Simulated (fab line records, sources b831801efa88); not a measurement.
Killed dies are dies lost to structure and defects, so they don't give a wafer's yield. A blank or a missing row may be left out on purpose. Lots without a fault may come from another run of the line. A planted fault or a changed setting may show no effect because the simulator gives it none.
fab line records | flow sky130
record lots=24 wafers=72 last_day=50
route steps=708 shown LDD_LDN@296 POLY_CUT@315 METAL3@564 METAL4@632 PASSIVATION@681
lots that met no fault: from a run of the same line without faults
start_h: hours from the record's first day to the start of the lot's first wafer shown | wait_h: hours since the lot's step before | " the same as in the row above | L1.1+2: a row that stands for several wafers | - no value, or no start given | * or withheld: withheld | < > ~ a bound
route shown NAME@n: a module of which the file shows steps, and the number in the route of the first | usual: mean/standard deviation of fault-free wafers | same: alike in all rows | chamber/n: place in a boat | sites: the reading at each site | _std_site: their standard deviation | _edge_site: outer sites' mean less inner sites' | radius_mm: how far each site lies from the wafer's centre | mask NAME#n: copy n | behind: the tool/chamber that last shaped the wafer | hold: why the lot was held/for how many hours/how that ended | device: the transistor (n, p or np) that didn't switch | end of line: the same wafers' tests at the end of the route | a step without rows: its recipe alone | killed: dies lost to structure and defects at the first sort, not the wafer's yield | map: a wafer's dies, x killed, . not, _ none there
set.NAME: the setting as run; set.NAME@STEP: as run at that earlier step | model.NAME: the simulator's own value behind a step, which no gauge read
steps of the route over a sample of lots; a table a step, a row a wafer
services: from which hour (start_h, from the record's first day; less than 0 if before it) a tool's chamber was out of use, for how many hours, and why
## steps
# step SKY_LDD_LDN_OVL_MEAS_07
# usual LDD_LDN_OVL=1.3/1.2
# columns lot.wafer tool chamber start_h wait_h LDD_LDN_OVL[nm]
L074.1 overlay-02 - 530.30 0.1 0.4
L074.3 " - " " 0.8
L074.5 " - " " 1.3
L075.2 overlay-01 - 541.80 0.1 2.1
L075.4 " - " " 0.9
L075.6 " - " " 2.2
L076.1 overlay-01 - 554.24 0.1 0.9
L076.4 " - " " 2.9
L076.6 " - " " 2.7
L078.4 overlay-02 - 563.11 0.1 0.3
L078.5 " - " " -0.1
L078.6 " - " " -1.1
L077.1 overlay-02 - 564.94 0.1 1.2
L077.2 " - " " 1.4
L077.5 " - " " 1.0
L079.1 overlay-01 - 575.00 0.1 1.7
L079.4 " - " " 1.7
L079.5 " - " " 0.8
L080.1 overlay-01 - 576.79 0.1 1.4
L080.2 " - " " 1.0
L080.3 " - " " 1.2
L081.2 overlay-02 - 589.62 0.1 0.1
L081.4 " - " " -0.9
L081.6 " - " " 2.0
L082.2 overlay-01 - 591.10 0.1 0.7
L082.3 " - " " 0.6
L082.4 " - " " 0.9
L083.1 overlay-01 - 604.74 0.1 1.1
L083.2 " - " " 1.1
L083.5 " - " " 0.0
L084.2 overlay-01 - 621.67 0.1 2.2
L084.5 " - " " 2.6
L084.6 " - " " 0.9
L085.2 overlay-02 - 627.40 0.1 1.9
L085.3 " - " " 2.0
L085.4 " - " " 2.6
L086.1 overlay-02 - 632.45 0.1 1.0
L086.2 " - " " 0.7
L086.5 " - " " 0.6
L087.1 overlay-02 - 649.31 0.1 -1.7
L087.3 " - " " 0.6
L087.5 " - " " 0.8
L088.2 overlay-02 - 652.76 0.1 -0.3
L088.4 " - " " 0.3
L088.5 " - " " -0.4
L089.1 overlay-02 - 655.66 0.1 1.3
L089.2 " - " " 1.0
L089.4 " - " " 0.1
L090.1 overlay-01 - 671.21 0.1 2.0
L090.3 " - " " 1.3
L090.6 " - " " 2.4
L091.2 overlay-01 - 674.11 0.1 1.9
L091.3 " - " " 0.8
L091.6 " - " " 0.0
L093.1 overlay-01 - 688.05 0.1 0.2
L093.3 " - " " 2.2
L093.4 " - " " 1.2
L092.1 overlay-02 - 690.76 0.1 0.8
L092.4 " - " " 0.8
L092.5 " - " " 1.8
L094.2 overlay-01 - 692.61 0.1 0.4
L094.3 " - " " 2.8
L094.6 " - " " 1.5
L095.1 overlay-02 - 695.35 0.1 3.1
L095.3 " - " " 2.6
L095.5 " - " " 1.8
L096.2 overlay-01 - 708.67 0.1 2.0
L096.3 " - " " 1.5
L096.5 " - " " 3.2
L097.1 overlay-01 - 715.39 0.1 0.9
L097.2 " - " " 0.1
L097.3 " - " " 2.2
# step SKY_POLY_CUT_CD_MEAS_08
# recipe target_cd_nm=270
# usual cd_nm=269.9/1.4
# columns lot.wafer tool chamber start_h wait_h cd_nm
L074.1 cd_sem-02 - 565.00 - 271.7
L074.3 " - " " 271.4
L074.5 " - " " 272.2
L075.2 cd_sem-01 - 574.27 - 268.8
L075.4 " - " " 269.1
L075.6 " - " " 269.5
L076.1 cd_sem-02 - 585.64 - 269.6
L076.4 " - " " 270.9
L076.6 " - " " 271.0
L078.4 cd_sem-01 - 595.40 - 267.6
L078.5 " - " " 268.0
L078.6 " - " " 267.0
L077.1 cd_sem-01 - 597.09 - 269.9
L077.2 " - " " 270.3
L077.5 " - " " 271.7
L079.1 cd_sem-01 - 606.30 - 270.8
L079.4 " - " " 269.6
L079.5 " - " " 271.4
L080.1 cd_sem-02 - 607.30 - 269.2
L080.2 " - " " 267.8
L080.3 " - " " 268.7
L081.2 cd_sem-02 - 621.46 - 269.2
L081.4 " - " " 268.2
L081.6 " - " " 268.6
L082.2 cd_sem-01 - 623.62 - 271.0
L082.3 " - " " 270.9
L082.4 " - " " 270.7
L083.1 cd_sem-02 - 636.09 - 271.2
L083.2 " - " " 268.9
L083.5 " - " " 271.0
L084.2 cd_sem-02 - 652.86 - 266.6
L084.5 " - " " 267.4
L084.6 " - " " 267.7
L085.2 cd_sem-02 - 658.02 - 273.1
L085.3 " - " " 271.8
L085.4 " - " " 271.9
L086.1 cd_sem-02 - 663.75 - 271.0
L086.2 " - " " 272.6
L086.5 " - " " 272.3
L087.1 cd_sem-02 - 679.99 - 269.1
L087.3 " - " " 269.9
L087.5 " - " " 269.5
L088.2 cd_sem-01 - 683.67 - 270.6
L088.4 " - " " 270.4
L088.5 " - " " 270.9
L089.1 cd_sem-01 - 685.85 - 268.0
L089.2 " - " " 269.2
L089.4 " - " " 270.5
L090.1 cd_sem-01 - 701.15 - 266.7
L090.3 " - " " 269.2
L090.6 " - " " 270.5
L091.2 cd_sem-01 - 704.07 - 270.1
L091.3 " - " " 270.2
L091.6 " - " " 269.5
L093.1 cd_sem-02 - 719.40 - 270.3
L093.3 " - " " 269.8
L093.4 " - " " 269.9
L092.1 cd_sem-01 - 721.34 - 270.0
L092.4 " - " " 268.5
L092.5 " - " " 271.3
L094.2 cd_sem-01 - 722.32 - 269.3
L094.3 " - " " 268.5
L094.6 " - " " 269.3
L095.1 cd_sem-02 - 725.60 - 268.5
L095.3 " - " " 268.4
L095.5 " - " " 269.9
L096.2 cd_sem-02 - 739.16 - 272.1
L096.3 " - " " 272.1
L096.5 " - " " 270.3
L097.1 cd_sem-02 - 745.34 - 268.7
L097.2 " - " " 268.6
L097.3 " - " " 269.5
# step SKY_METAL3_OVL_MEAS_14
# usual METAL3_OVL=-2/5.6
# columns lot.wafer tool chamber start_h wait_h METAL3_OVL[nm]
L074.1 overlay-01 - 906.02 0.1 5
L074.3 " - " " 3
L074.5 " - " " 0
L075.2 overlay-01 - 913.67 0.1 -4
L075.4 " - " " -12
L075.6 " - " " 0
L076.1 overlay-01 - 920.27 0.1 2
L076.4 " - " " -10
L076.6 " - " " -10
L078.4 overlay-02 - 931.44 0.1 0
L078.5 " - " " -4
L078.6 " - " " -4
L077.1 overlay-02 - 933.37 0.1 -8
L077.2 " - " " 0
L077.5 " - " " -8
L080.1 overlay-01 - 940.92 0.1 -8
L080.2 " - " " -7
L080.3 " - " " -4
L079.1 overlay-02 - 941.47 0.1 6
L079.4 " - " " 3
L079.5 " - " " 3
L081.2 overlay-02 - 951.52 0.1 -8
L081.4 " - " " -6
L081.6 " - " " -6
L082.2 overlay-02 - 956.93 0.1 2
L082.3 " - " " 1
L082.4 " - " " -2
L083.1 overlay-02 - 965.67 0.1 -1
L083.2 " - " " -8
L083.5 " - " " -9
L084.2 overlay-02 - 977.48 0.1 -1
L084.5 " - " " -9
L084.6 " - " " -5
L085.2 overlay-01 - 984.08 0.1 0
L085.3 " - " " -2
L085.4 " - " " -3
L086.1 overlay-02 - 990.78 0.1 3
L086.2 " - " " 1
L086.5 " - " " -3
L087.1 overlay-02 - 1001.12 0.1 7
L087.3 " - " " -4
L087.5 " - " " 8
L088.2 overlay-02 - 1001.64 0.1 -11
L088.4 " - " " -4
L088.5 " - " " 0
L089.1 overlay-01 - 1007.78 0.1 1
L089.2 " - " " 11
L089.4 " - " " 9
L090.1 overlay-01 - 1018.07 0.1 9
L090.3 " - " " 5
L090.6 " - " " 2
L091.2 overlay-02 - 1022.68 0.1 8
L091.3 " - " " -5
L091.6 " - " " 5
L093.1 overlay-01 - 1036.52 0.1 -5
L093.3 " - " " 3
L093.4 " - " " -6
L092.1 overlay-02 - 1038.48 0.1 1
L092.4 " - " " 0
L092.5 " - " " 11
L094.2 overlay-02 - 1040.73 0.1 4
L094.3 " - " " -2
L094.6 " - " " -5
L095.1 overlay-01 - 1041.08 0.1 -2
L095.3 " - " " 3
L095.5 " - " " -1
L096.2 overlay-01 - 1049.63 0.1 2
L096.3 " - " " -6
L096.5 " - " " 0
L097.1 overlay-02 - 1057.57 0.1 -2
L097.2 " - " " 3
L097.3 " - " " -5
# step SKY_METAL4_ETCH_16
# recipe chemistry=N2/H2 target=BARC ion_energy_ev=200 bias_w=100 pressure_mtorr=30 n2_flow_sccm=100 h2_flow_sccm=200 icp_w=500 stop_on=SiO2 time_s=88.2 target_depth_a=600
# usual bias_w=99.97/0.28 drypump_motor_current_A=5.6/0.46 oes_product_au=0.626/0.0046 throttle_valve_pct=13.204/0.0089
# same time_s=88.2
# columns lot.wafer tool chamber start_h wait_h bias_w drypump_motor_current_A oes_product_au rf_hours_counter_h throttle_valve_pct
L074.1 rie_metal-02 1 982.99 0.0 99.81 5.5 0.630 6 13.211
L074.3 " 1 " " 99.90 5.5 0.629 - 13.212
L074.5 " 0 " " 100.01 6.4 0.628 - 13.200
L075.2 rie_metal-02 0 990.63 0.0 99.88 6.4 0.623 16 13.198
L075.4 " 0 " " 99.72 6.4 0.621 - 13.207
L075.6 " 1 " " 99.84 5.5 0.623 - 13.210
L076.1 rie_metal-01 0 995.40 0.0 99.80 4.9 0.626 12 13.209
L076.4 " 1 " " 99.87 5.8 0.629 - 13.195
L076.6 " 0 " " 99.67 4.8 0.627 - 13.202
L078.4 rie_metal-02 1 1006.87 0.0 100.31 5.5 0.624 - 13.188
L078.5 " 1 " " 100.12 5.5 0.626 - 13.209
L078.6 " 0 " " 100.06 6.4 0.632 - 13.202
L077.1 rie_metal-01 1 1008.85 0.0 99.96 5.7 0.626 15 13.203
L077.2 " 0 " " 99.79 4.9 0.628 13 13.205
L077.5 " 1 " " 99.91 5.7 0.637 - 13.194
L080.1 rie_metal-01 0 1016.65 0.0 100.15 4.9 0.626 13 13.196
L080.2 " 1 " " 99.69 5.7 0.618 15 13.205
L080.3 " 0 " " 99.96 4.9 0.626 - 13.213
L079.1 rie_metal-03 0 1017.30 0.0 99.28 5.6 0.624 18 13.202
L079.4 " 0 " " 99.57 5.6 0.618 - 13.211
L079.5 " 0 " " 99.59 5.6 0.623 - 13.215
L081.2 rie_metal-02 0 1026.10 0.0 100.08 6.3 0.628 18 13.199
L081.4 " 1 " " 100.24 5.5 0.624 - 13.197
L081.6 " 0 " " 99.86 6.4 0.633 - 13.196
L082.2 rie_metal-03 1 1031.49 0.0 99.78 5.9 0.619 11 13.218
L082.3 " 0 " " 100.25 5.5 0.627 - 13.178
L082.4 " 1 " " 99.66 5.9 0.630 - 13.204
L083.1 rie_metal-03 0 1039.05 0.0 99.93 5.5 0.621 19 13.212
L083.2 " 1 " " 100.15 5.9 0.628 11 13.209
L083.5 " 1 " " 100.11 5.9 0.631 - 13.202
L084.2 rie_metal-01 0 1050.09 0.0 99.67 4.9 0.629 16 13.210
L084.5 " 0 " " 100.31 4.9 0.626 - 13.209
L084.6 " 1 " " 100.16 5.7 0.629 - 13.219
L085.2 rie_metal-02 1 1056.98 0.0 100.01 5.5 0.627 10 13.208
L085.3 " 0 " " 100.14 6.4 0.625 - 13.202
L085.4 " 1 " " 99.93 5.5 0.628 - 13.194
L086.1 rie_metal-01 1 1063.70 0.0 100.14 5.7 0.626 18 13.209
L086.2 " 0 " " 99.73 4.9 0.624 16 13.207
L086.5 " 0 " " 99.69 4.9 0.617 - 13.202
L087.1 rie_metal-02 1 1071.95 0.0 99.57 5.5 0.629 11 13.198
L087.3 " 0 " " 100.15 6.4 0.623 - 13.191
L087.5 " 1 " " 100.02 5.5 0.616 - 13.193
L088.2 rie_metal-03 0 1074.05 0.0 99.74 5.5 0.619 21 13.199
L088.4 " 1 " " 100.28 6.0 0.634 - 13.193
L088.5 " 1 " " 100.64 6.0 0.630 - 13.208
L089.1 rie_metal-02 0 1079.58 0.0 99.55 6.4 0.621 22 13.205
L089.2 " 1 " " 100.14 5.5 0.628 12 13.183
L089.4 " 1 " " 100.48 5.5 0.624 - 13.209
L090.1 rie_metal-01 1 1089.28 0.0 100.14 5.7 0.623 20 13.219
L090.3 " 0 " " 100.30 4.9 0.628 - 13.210
L090.6 " 0 " " 99.61 4.8 0.626 - 13.197
L091.2 rie_metal-03 0 1093.43 0.0 99.83 5.6 0.631 22 13.196
L091.3 " 1 " " 100.03 5.9 0.623 - 13.201
L091.6 " 1 " " 99.79 5.9 0.629 - 13.204
L093.1 rie_metal-01 0 1104.73 0.0 99.78 4.8 0.632 20 13.209
L093.3 " 1 " " 100.17 5.7 0.615 - 13.201
L093.4 " 0 " " 99.95 4.8 0.625 - 13.187
L092.1 rie_metal-03 1 1107.44 0.0 100.13 5.9 0.619 15 13.209
L092.4 " 0 " " 100.36 5.6 0.626 - 13.201
L092.5 " 0 " " 100.09 5.5 0.623 - 13.195
L094.2 rie_metal-01 1 1108.78 0.0 100.06 5.7 0.624 22 13.221
L094.3 " 0 " " 100.04 4.8 0.629 - 13.201
L094.6 " 0 " " 100.21 4.9 0.622 - 13.196
L095.1 rie_metal-01 1 1109.40 0.0 100.04 5.7 0.620 22 13.210
L095.3 " 1 " " 99.85 5.7 0.627 - 13.212
L095.5 " 1 " " 100.21 5.7 0.631 - 13.204
L096.2 rie_metal-03 1 1116.84 0.0 99.89 5.9 0.630 16 13.214
L096.3 " 1 " " 100.13 5.9 0.624 - 13.208
L096.5 " 0 " " 99.87 5.6 0.623 - 13.205
L097.1 rie_metal-03 1 1123.32 0.1 100.14 6.0 0.629 17 13.208
L097.2 " 1 " " 99.65 6.0 0.625 - 13.214
L097.3 " 1 " " 99.95 6.0 0.632 - 13.211
# step SKY_PASSIVATION_CVD_00
# recipe material=SiO2 target_thk_nm=90 temp_c=400 time_s=withheld rf_w=600
# usual heater_power_w=680/120
# columns lot.wafer tool chamber start_h wait_h heater_power_w
L074.1 pecvd-02 1 1031.92 0.0 684
L074.3 " 2 " " 677
L074.5 " 1 " " 547
L075.2 pecvd-02 1 1039.56 0.0 666
L075.4 " 1 " " 696
L075.6 " 2 " " 587
L076.1 pecvd-01 1 1043.99 0.0 695
L076.4 " 1 " " 672
L076.6 " 0 " " 806
L078.4 pecvd-02 0 1055.09 0.0 567
L078.5 " 1 " " 552
L078.6 " 2 " " 585
L077.1 pecvd-02 0 1058.37 0.0 591
L077.2 " 1 " " 653
L077.5 " 2 " " 643
L080.1 pecvd-02 0 1065.66 0.0 539
L080.2 " 2 " " 708
L080.3 " 1 " " 647
L079.1 pecvd-02 1 1067.16 0.0 570
L079.4 " 2 " " 693
L079.5 " 0 " " 591
L081.2 pecvd-04 0 1073.27 0.0 521
L081.4 " 2 " " 611
L081.6 " 0 " " 519
L082.2 pecvd-01 1 1078.80 0.0 705
L082.3 " 2 " " 625
L082.4 " 2 " " 637
L083.1 pecvd-04 1 1086.95 0.0 950
L083.2 " 0 " " 493
L083.5 " 2 " " 676
L084.2 pecvd-02 2 1096.11 0.0 724
L084.5 " 0 " " 636
L084.6 " 1 " " 637
L085.2 pecvd-01 0 1101.76 0.0 907
L085.3 " 2 " " 621
L085.4 " 2 " " 635
L086.1 pecvd-02 2 1109.92 0.0 675
L086.2 " 1 " " 690
L086.5 " 1 " " 674
L087.1 pecvd-04 2 1117.17 0.0 644
L087.3 " 1 " " 969
L087.5 " 2 " " 647
L088.2 pecvd-04 2 1118.47 0.0 548
L088.4 " 2 " " 556
L088.5 " 1 " " 924
L089.1 pecvd-01 1 1123.92 0.0 644
L089.2 " 2 " " 635
L089.4 " 1 " " 653
L090.1 pecvd-02 1 1132.88 0.0 604
L090.3 " 0 " " 606
L090.6 " 1 " " 621
L091.2 pecvd-04 0 1137.27 0.0 574
L091.3 " 1 " " 911
L091.6 " 0 " " 577
L093.1 pecvd-02 2 1145.37 0.0 720
L093.3 " 1 " " 570
L093.4 " 2 " " 736
L092.1 pecvd-01 0 1149.02 0.0 823
L092.4 " 0 " " 835
L092.5 " 2 " " 662
L094.2 pecvd-01 2 1150.94 0.0 701
L094.3 " 1 " " 708
L094.6 " 1 " " 695
L095.1 pecvd-04 1 1152.37 0.0 959
L095.3 " 0 " " 570
L095.5 " 2 " " 599
L096.2 pecvd-01 0 1158.38 0.0 867
L096.3 " 2 " " 741
L096.5 " 1 " " 743
L097.1 pecvd-02 0 1163.67 0.0 635
L097.2 " 2 " " 713
L097.3 " 1 " " 659
# step SKY_PASSIVATION_ETCH_11
# recipe chemistry=CF4/O2 target_depth_nm=725 stop_on=AlCu source_w=800 bias_w=150 pressure_mtorr=150 cf4_flow_sccm=80 O2_flow_sccm=10 time_s=161.1
# usual bias_w=150.0/0.37 drypump_motor_current_A=5.7/0.47 oes_product_au=0.978/0.0071 throttle_valve_pct=5.965/0.0093
# same time_s=161.1
# columns lot.wafer tool chamber start_h wait_h bias_w drypump_motor_current_A oes_product_au rf_hours_counter_h throttle_valve_pct
L074.1 rie_diel-01 1 1054.25 - 149.4 6.4 0.976 20 5.955
L074.3 " 0 " " 149.7 5.8 0.973 10 5.960
L074.5 " 3 " " 149.7 6.3 0.985 - 5.973
L075.2 rie_diel-01 1 1061.95 - 150.1 6.4 0.974 20 5.961
L075.4 " 0 " " 149.9 5.8 0.987 10 5.969
L075.6 " 2 " " 149.7 5.2 0.973 - 5.970
L076.1 rie_diel-04 0 1066.60 - 149.4 4.9 0.968 6 5.957
L076.4 " 3 " " 150.1 5.4 0.981 - 5.965
L076.6 " 0 " " 149.9 4.9 0.980 - 5.965
L078.4 rie_diel-04 3 1077.61 - 149.5 5.4 0.973 22 5.962
L078.5 " 3 " " 149.8 5.3 0.981 - 5.964
L078.6 " 2 " " 150.4 5.7 0.979 - 5.968
L077.1 rie_diel-03 2 1079.75 - 150.3 6.4 0.965 25 5.962
L077.2 " 0 " " 150.3 6.0 0.966 16 5.955
L077.5 " 1 " " 149.8 5.2 0.963 - 5.975
L080.1 rie_diel-03 3 1086.75 - 149.8 5.4 0.970 29 5.963
L080.2 " 2 " " 149.7 6.4 0.975 25 5.969
L080.3 " 0 " " 149.2 6.0 0.981 16 5.966
L079.1 rie_diel-03 2 1088.90 - 149.7 6.3 0.962 25 5.953
L079.4 " 0 " " 149.3 6.0 0.989 - 5.964
L079.5 " 2 " " 150.0 6.4 0.976 - 5.945
L081.2 rie_diel-04 0 1094.40 - 149.7 5.0 0.966 7 5.967
L081.4 " 1 " " 149.8 5.9 0.971 13 5.965
L081.6 " 0 " " 150.1 4.9 0.970 - 5.968
L082.2 rie_diel-03 2 1099.15 - 149.8 6.3 0.979 26 5.985
L082.3 " 3 " " 149.5 5.4 0.967 30 5.971
L082.4 " 0 " " 150.0 6.0 0.974 - 5.955
L083.1 rie_diel-03 1 1107.56 - 149.8 5.2 0.980 18 5.966
L083.2 " 2 " " 149.9 6.4 0.985 26 5.962
L083.5 " 1 " " 149.7 5.2 0.986 - 5.966
L084.2 rie_diel-03 2 1117.10 - 149.7 6.4 0.978 27 5.973
L084.5 " 2 " " 150.3 6.4 0.978 - 5.979
L084.6 " 0 " " 149.6 6.0 0.976 - 5.970
L085.2 rie_diel-03 1 1121.80 - 150.3 5.3 0.972 19 5.975
L085.3 " 3 " " 149.8 5.4 0.982 0 5.973
L085.4 " 2 " " 150.4 6.4 0.989 27 5.962
L086.1 rie_diel-03 1 1129.31 - 149.7 5.2 0.968 20 5.976
L086.2 " 3 " " 149.9 5.4 0.976 0 5.955
L086.5 " 3 " " 149.5 5.3 0.981 - 5.960
L087.1 rie_diel-03 0 1136.76 - 150.5 6.0 0.970 19 5.969
L087.3 " 2 " " 149.8 6.4 0.971 27 5.949
L087.5 " 0 " " 149.9 6.0 0.982 - 5.975
L088.2 rie_diel-01 2 1137.66 - 150.0 5.2 0.981 23 5.957
L088.4 " 3 " " 150.2 6.3 0.988 11 5.958
L088.5 " 0 " " 150.0 5.8 0.981 - 5.976
L089.1 rie_diel-04 2 1142.91 - 150.1 5.7 0.976 22 5.979
L089.2 " 1 " " 150.2 6.0 0.976 15 5.973
L089.4 " 2 " " 149.0 5.7 0.977 - 5.968
L090.1 rie_diel-03 0 1151.75 - 150.5 6.0 0.977 19 5.962
L090.3 " 1 " " 149.9 5.2 0.975 20 5.965
L090.6 " 2 " " 150.1 6.3 0.977 - 5.957
L091.2 rie_diel-04 1 1156.10 - 150.0 6.0 0.979 15 5.949
L091.3 " 3 " " 150.3 5.4 0.974 25 5.947
L091.6 " 2 " " 150.1 5.7 0.976 - 5.986
L093.1 rie_diel-03 2 1163.56 - 150.0 6.4 0.979 28 5.960
L093.3 " 1 " " 150.4 5.2 0.978 21 5.959
L093.4 " 0 " " 149.0 6.0 0.982 19 5.969
L092.1 rie_diel-03 0 1166.76 - 150.1 6.0 0.961 20 5.959
L092.4 " 2 " " 150.1 6.4 0.978 28 5.972
L092.5 " 1 " " 149.4 5.2 0.984 - 5.986
L094.2 rie_diel-04 2 1168.26 - 150.0 5.7 0.977 23 5.960
L094.3 " 3 " " 149.7 5.4 0.983 25 5.963
L094.6 " 0 " " 149.5 4.9 0.986 - 5.978
L095.1 rie_diel-03 2 1170.11 - 150.2 6.3 0.969 29 5.959
L095.3 " 0 " " 150.2 6.0 0.975 20 5.963
L095.5 " 3 " " 150.7 5.4 0.973 - 5.959
L096.2 rie_diel-04 0 1175.91 - 149.5 4.9 0.970 8 5.953
L096.3 " 3 " " 149.7 5.4 0.981 26 5.981
L096.5 " 2 " " 150.0 5.7 0.978 - 5.975
L097.1 rie_diel-01 1 1180.81 - 149.6 6.4 0.986 25 5.940
L097.2 " 3 " " 149.8 6.4 0.998 12 5.959
L097.3 " 2 " " 149.8 5.2 0.974 25 5.953
## services
# columns tool chamber start_h hours kind
pecvd-04 - 966.97 1.6 repair
rie_diel-01 1 980.43 18.8 repair
pecvd-04 2 982.01 4.9 repair
pecvd-04 - 984.94 84.0 repair
pecvd-01 2 1008.85 5.0 repair
rie_diel-03 - 1024.52 15.6 pm
rie_diel-01 0 1030.83 5.2 repair
rie_diel-03 0 1040.67 4.8 repair
rie_diel-03 1 1042.71 4.4 repair
rie_diel-03 - 1047.35 0.5 repair
rie_diel-01 - 1059.89 1.9 repair
rie_diel-04 2 1060.66 8.6 repair
rie_diel-03 - 1082.09 0.4 repair
rie_diel-03 1 1088.08 15.1 repair
rie_diel-03 3 1103.18 - clean
rie_diel-03 3 1103.18 15.5 scheduled_down
rie_diel-04 1 1103.35 6.4 repair
pecvd-04 - 1117.29 0.8 repair
rie_diel-04 0 1120.77 41.8 repair
rie_metal-03 0 1122.85 12.5 repair
rie_metal-02 0 1124.41 9.4 repair
rie_diel-04 2 1145.95 5.7 repair
rie_metal-03 1 1148.16 11.6 repair
rie_diel-03 1 1171.05 4.2 repair
## key
fault none
